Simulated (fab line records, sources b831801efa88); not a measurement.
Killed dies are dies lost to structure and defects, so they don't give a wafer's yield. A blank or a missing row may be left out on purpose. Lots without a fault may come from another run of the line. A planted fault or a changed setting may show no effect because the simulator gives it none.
Chamber matching | flow gf180mcu | GF_V5_CMP_04 on cmp-01: 4 sister chambers
The step polishes SiO2. 8 wafers are shown with their chamber, then 7 later ones without.

WAFERS WITH THEIR CHAMBER
wafer  | chamber | motor_current_A (A) | head_pressure_psi (psi)
L430.2 | 3       | 9.6                 | 3.989
L440.1 | 2       | 11.0                | 4.001
L440.4 | 1       | 11.9                | 4.005
L441.2 | 0       | 11.4                | 3.984
L441.3 | 1       | 11.2                | 3.999
L441.4 | 2       | 11.0                | 4.007
L442.1 | 3       | 10.4                | 3.997
L442.2 | 0       | 11.2                | 4.013

WAFERS WITHOUT THEIR CHAMBER
wafer  | motor_current_A (A) | head_pressure_psi (psi)
L442.5 | 10.1                | 4.001
L444.1 | 10.8                | 4.000
L444.4 | 11.4                | 3.999
L444.6 | 11.7                | 4.006
L445.2 | 10.8                | 3.999
L445.5 | 11.6                | 3.994
L445.6 | 9.9                 | 3.995

WHICH CHAMBER EACH WENT THROUGH
wafer  | from the rows above               | in truth
L442.5 | can't be placed: 3 or 2           | 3
L444.1 | can't be placed: 2 or 0 or 1 or 3 | 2
L444.4 | can't be placed: 0 or 1 or 2      | 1
L444.6 | can't be placed: 1 or 0 or 2      | 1
L445.2 | can't be placed: 2 or 0 or 1 or 3 | 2
L445.5 | can't be placed: 1 or 0 or 2      | 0
L445.6 | 3                                 | 3
Placed correctly: 1 of 7. Can't be placed from these rows: 6 (the true chamber is among the candidates in 6). Placed wrongly: 0.
How it was worked out, from the rows above alone: a wafer's distance from a chamber is the root of the sum, over the readings, of the square of ((its reading less the chamber's mean) divided by the reading's scatter). The wafer belongs to the nearest chamber; if the next one is less than 2 further off, it can't be placed. A chamber's mean is the mean of its shown wafers. The scatter: the root of (the sum of the squares of (reading less its chamber's mean) over the shown wafers, divided by (wafers less chambers)).
